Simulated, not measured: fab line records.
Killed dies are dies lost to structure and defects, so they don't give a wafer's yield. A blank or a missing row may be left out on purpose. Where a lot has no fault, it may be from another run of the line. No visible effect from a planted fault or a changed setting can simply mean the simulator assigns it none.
Chamber matching | flow gf180mcu | cmp-01 running GF_V5_CMP_26: 4 sister chambers
The step polishes, stops on SiO2, t overpolish 15 s, target thk 0 nm. 4 wafers are shown with their chamber, then 9 later ones without.

## WAFERS WITH THEIR CHAMBER
wafer  | chamber | motorCurrentA (A)
L559.4 | 3       | 9.0
L564.2 | 0       | 10.7
L564.3 | 1       | 10.8
L564.4 | 2       | 11.2

## WAFERS WITH NO CHAMBER GIVEN
wafer  | motorCurrentA (A)
L565.1 | 10.6
L565.4 | 10.2
L565.6 | 10.6
L566.1 | 11.0
L566.3 | 10.8
L566.6 | 11.0
L568.2 | 11.1
L568.3 | 11.2
L568.6 | 10.6

## CHAMBER TAKEN BY EACH
wafer  | from the rows above          | in truth
L565.1 | can't be placed: 0 or 1      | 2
L565.4 | can't be placed: 0 or 1      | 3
L565.6 | can't be placed: 0 or 1      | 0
L566.1 | can't be placed: 1 or 2 or 0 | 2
L566.3 | can't be placed: 1 or 0 or 2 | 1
L566.6 | can't be placed: 1 or 2 or 0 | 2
L568.2 | can't be placed: 2 or 1 or 0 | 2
L568.3 | can't be placed: 2 or 1      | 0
L568.6 | can't be placed: 0 or 1      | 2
Placed correctly: 0 of 9. Unplaceable from these rows: 9, with the true chamber sitting among the candidates in 5. Placed wrongly: 0.
How it was worked out, from the rows above alone: a wafer's distance from a chamber is the root of the sum, over the readings, of the square of ((its reading less the chamber's mean) divided by the reading's scatter). If the next closest chamber is less than 2 further off than the closest, the wafer can't be placed; otherwise it belongs to the closest. The mean given for a chamber averages the wafers shown for that chamber. The scatter (one wafer shown for each chamber): square how far every hidden wafer sits from the nearest shown wafer, average those squares and take the square root.
